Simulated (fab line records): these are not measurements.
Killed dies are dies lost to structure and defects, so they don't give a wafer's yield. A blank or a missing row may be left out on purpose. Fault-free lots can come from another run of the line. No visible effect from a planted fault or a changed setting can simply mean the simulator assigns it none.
Chamber matching / flow sky130 / SKY_LDD_LDN_CLEAN_14 on wetBench-01: 4 sister chambers
The step cleans in SC1/SC2, time 150 s. 8 wafers are shown with their chamber, then 8 later ones without.

## WAFERS WITH THEIR CHAMBER
wafer=L318.3; chamber=0; bathHeatDutyPct (%)=11.2
wafer=L319.5; chamber=1; bathHeatDutyPct (%)=13.4
wafer=L319.6; chamber=1; bathHeatDutyPct (%)=13.7
wafer=L320.2; chamber=2; bathHeatDutyPct (%)=14.3
wafer=L320.5; chamber=2; bathHeatDutyPct (%)=13.5
wafer=L321.5; chamber=3; bathHeatDutyPct (%)=13.5
wafer=L321.6; chamber=3; bathHeatDutyPct (%)=13.4
wafer=L325.1; chamber=0; bathHeatDutyPct (%)=11.5

## WAFERS WITH NO CHAMBER GIVEN
wafer=L325.5; bathHeatDutyPct (%)=11.8
wafer=L325.6; bathHeatDutyPct (%)=10.4
wafer=L329.1; bathHeatDutyPct (%)=14.0
wafer=L329.3; bathHeatDutyPct (%)=12.9
wafer=L329.6; bathHeatDutyPct (%)=12.7
wafer=L331.2; bathHeatDutyPct (%)=14.9
wafer=L331.3; bathHeatDutyPct (%)=12.9
wafer=L331.4; bathHeatDutyPct (%)=12.6

## THE CHAMBER EACH PASSED THROUGH
wafer=L325.5; from the rows above=0; in truth=0
wafer=L325.6; from the rows above=0; in truth=0
wafer=L329.1; from the rows above=can't be placed: 2 or 1 or 3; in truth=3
wafer=L329.3; from the rows above=can't be placed: 3 or 1 or 2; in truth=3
wafer=L329.6; from the rows above=can't be placed: 3 or 1 or 2 or 0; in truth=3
wafer=L331.2; from the rows above=can't be placed: 2 or 1 or 3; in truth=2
wafer=L331.3; from the rows above=can't be placed: 3 or 1 or 2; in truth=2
wafer=L331.4; from the rows above=can't be placed: 3 or 1 or 0 or 2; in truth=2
Correct placement for 2 of the 8. Can't be placed from these rows: 6 (the true chamber is among the candidates in 6). Wrongly placed: 0.
How it was worked out, from the rows above alone: a wafer's distance from a chamber is the root of the sum, over the readings, of the square of ((its reading less the chamber's mean) divided by the reading's scatter). If the next closest chamber is less than 2 further off than the closest, the wafer can't be placed; otherwise it belongs to the closest. For every chamber, the mean is computed from those of its wafers that are shown. The scatter: the root of (the sum of the squares of (reading less its chamber's mean) over the shown wafers, divided by (wafers less chambers)).
